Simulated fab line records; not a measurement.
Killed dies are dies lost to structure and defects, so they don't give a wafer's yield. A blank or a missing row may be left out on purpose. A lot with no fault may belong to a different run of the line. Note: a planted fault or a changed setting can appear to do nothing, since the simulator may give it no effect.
Which tool did it?    flow gf180mcu    13 lots, 39 wafers sampled, at 5 steps of a route of 602

== WHAT THE GAUGES SHOWED, per wafer ==
GF_HV_LDD_TW_MEAS_11.
lot   measured      on             HV_LDD_TW
L154  day 10 01:32  film metro-02  2410 2395 2399
L156  day 10 17:55  film metro-01  2392 2389 2380
L157  day 10 21:55  film metro-01  2395 2388 2388
L158  day 11 06:53  film metro-03  2416 2417 2407
L159  day 11 16:43  film metro-03  2315 2313 2321
L160  day 11 22:31  film metro-01  2315 2295 2292
L169  day 14 13:01  film metro-03  2414 2423 2429
L170  day 15 00:09  film metro-02  2401 2407 2393
L171  day 15 06:16  film metro-02  2402 2413 2423
L173  day 15 19:02  film metro-02  2414 2416 2404
L175  day 16 11:50  film metro-02  2411 2410 2431
L176  day 16 22:49  film metro-03  2400 2404 2406
L177  day 17 01:13  film metro-02  2402 2391 2403

GF_HV_LDD_RS_MEAS_53: measures by four-point-probe.
lot   measured      on             HV_LDD_RS (ohm/sq)
L154  day 12 09:41  film metro-02  418.7 418.4 417.9
L156  day 13 03:25  film metro-02  417.9 417.1 418.0
L157  day 13 09:22  film metro-01  418.3 417.7 418.3
L158  day 13 18:02  film metro-01  417.5 417.9 418.4
L159  day 14 05:13  film metro-01  447.0 447.8 445.9
L160  day 14 11:57  film metro-02  445.3 446.2 445.0
L169  day 17 07:29  film metro-03  417.1 417.4 416.4
L170  day 17 19:56  film metro-02  419.5 419.4 418.4
L171  day 18 03:16  film metro-03  416.6 415.3 416.4
L173  day 18 16:28  film metro-03  417.3 416.8 417.5
L175  day 19 11:31  film metro-02  417.7 417.3 418.3
L176  day 19 22:34  film metro-02  416.0 416.3 416.4
L177  day 20 02:53  film metro-02  418.1 417.6 417.0

GF_SAB_CD_MEAS_09 targets a cd of 420 nm.
lot   measured      on         cd nm (nm)
L154  day 15 03:56  cd sem-02  420.6 419.6 420.6
L156  day 15 21:58  cd sem-01  423.3 423.2 425.6
L157  day 16 06:34  cd sem-02  415.0 415.2 414.1
L158  day 16 14:41  cd sem-02  422.4 420.8 422.1
L159  day 17 02:37  cd sem-01  424.1 424.4 422.5
L160  day 17 08:43  cd sem-01  420.8 420.7 420.7
L169  day 20 12:05  cd sem-02  420.4 421.3 422.3
L170  day 20 23:29  cd sem-01  423.8 424.0 422.2
L171  day 21 09:10  cd sem-01  415.6 415.4 418.1
L173  day 21 20:50  cd sem-01  421.8 418.4 419.0
L175  day 22 15:01  cd sem-02  421.6 422.7 421.2
L176  day 23 00:31  cd sem-01  419.8 421.8 422.3
L177  day 23 06:23  cd sem-02  419.2 417.7 417.1

GF_V1_OVL_MEAS_15.
lot   measured      on          V1_OVL (nm)
L154  day 18 03:31  overlay-01  5 10 2
L156  day 19 00:04  overlay-02  0 9 -1
L157  day 19 09:01  overlay-01  -6 2 0
L158  day 19 17:31  overlay-02  3 2 6
L159  day 20 05:52  overlay-02  3 8 6
L160  day 20 13:16  overlay-01  1 -4 2
L169  day 23 15:58  overlay-01  1 -6 -5
L170  day 24 01:26  overlay-02  -1 -2 -3
L171  day 24 10:55  overlay-02  -2 -7 6
L173  day 24 22:14  overlay-01  3 8 4
L175  day 25 15:38  overlay-01  -1 -7 -4
L176  day 25 23:35  overlay-02  3 8 4
L177  day 26 04:52  overlay-02  5 -1 0

== TOOL THAT RAN EACH LOT (tool first, then ch and the chambers of the sampled wafers, then the start) ==
lot   GF_HV_LDD_IMPLANT_09
L154  implanter-04 ch 0, day 10 01:19
L156  implanter-02 ch 0, day 10 17:41
L157  implanter-01 ch 0, day 10 21:41
L158  implanter-01 ch 0, day 11 06:40
L159  implanter-01 ch 0, day 11 16:29
L160  implanter-01 ch 0, day 11 22:17
L169  implanter-02 ch 0, day 14 12:48
L170  implanter-04 ch 0, day 14 23:54
L171  implanter-04 ch 0, day 15 06:02
L173  implanter-04 ch 0, day 15 18:49
L175  implanter-04 ch 0, day 16 11:34
L176  implanter-02 ch 0, day 16 22:34
L177  implanter-04 ch 0, day 17 00:58
- GF_HV_LDD_IMPLANT_09

== AS READ BY THE TOOLS THEMSELVES (means over the sampled wafers that have a number; for cases with no such wafer, the mark the record gives instead) ==
GF_HV_LDD_IMPLANT_09.
lot   tool          dose ions cm2  faraday current uA
L154  implanter-04  9.9990e+13     558
L156  implanter-02  9.9823e+13     550
L157  implanter-01  1.0008e+14     557
L158  implanter-01  1.0011e+14     566
L159  implanter-01  8.6023e+13     491
L160  implanter-01  8.5743e+13     487
L169  implanter-02  1.0001e+14     554
L170  implanter-04  9.9843e+13     568
L171  implanter-04  1.0006e+14     550
L173  implanter-04  9.9970e+13     560
L175  implanter-04  9.9963e+13     565
L176  implanter-02  9.9983e+13     576
L177  implanter-04  1.0006e+14     573

== THE ANSWER, worked out from the rows above alone ==
Rule: what is usual is taken from the lots themselves. The widest of any qualifying gaps counts: lots, ordered by their means at a reading, are off when they make up no more than a third of the lots, leave a main group of 4 or more, and stand apart from it by 3 or more times the standard deviation of that group's means. If all means in a main group match to the digits the tables above print for the reading, that group is not used. Also off: a lot with no number at a reading for which 4 or more lots have one. Any other lot the step has rows for is counted as sound. Order of review: gauges by route order, followed by the tools' own readings, for which a lot's mean as printed above is used. At the first step where some lot is off, the reading lying furthest off is the one used; lots without a number count as furthest.
Off: L159, L160, seen at GF_HV_LDD_TW_MEAS_11 (HV_LDD_TW). Mean 2405 and standard deviation 11 in the main group.
If a tool, at a process step before that reading, ran all the lots that are off and no sound lot after the first of them, it fits. The gauges at GF_HV_LDD_TW_MEAS_11 aren't tried: what is off there is off at GF_HV_LDD_IMPLANT_09 too, on other tools, and a gauge's error can't cause that. One fits: implanter-01 at GF_HV_LDD_IMPLANT_09. A fault onset in the window from L158 (day 11 06:40, its last sound lot) to L159 (day 11 16:29, its first lot off) fits.
The tool's own readings at GF_HV_LDD_IMPLANT_09 bear it out: on the lots that are off they differ by more than 5 times the standard deviation of the sound lots' means. dose ions cm2 reads 8.5883e+13 there against 9.9990e+13 on the sound lots; faraday current uA reads 489 there against 562 on the sound lots.

== WHAT THE SIMULATOR HAD PUT IN ==
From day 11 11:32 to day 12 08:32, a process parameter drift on implanter-01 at GF_HV_LDD_IMPLANT_09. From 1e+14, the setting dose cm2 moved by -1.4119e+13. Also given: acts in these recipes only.
Struck lots among those shown: L159, L160. Same finding as the rule above.
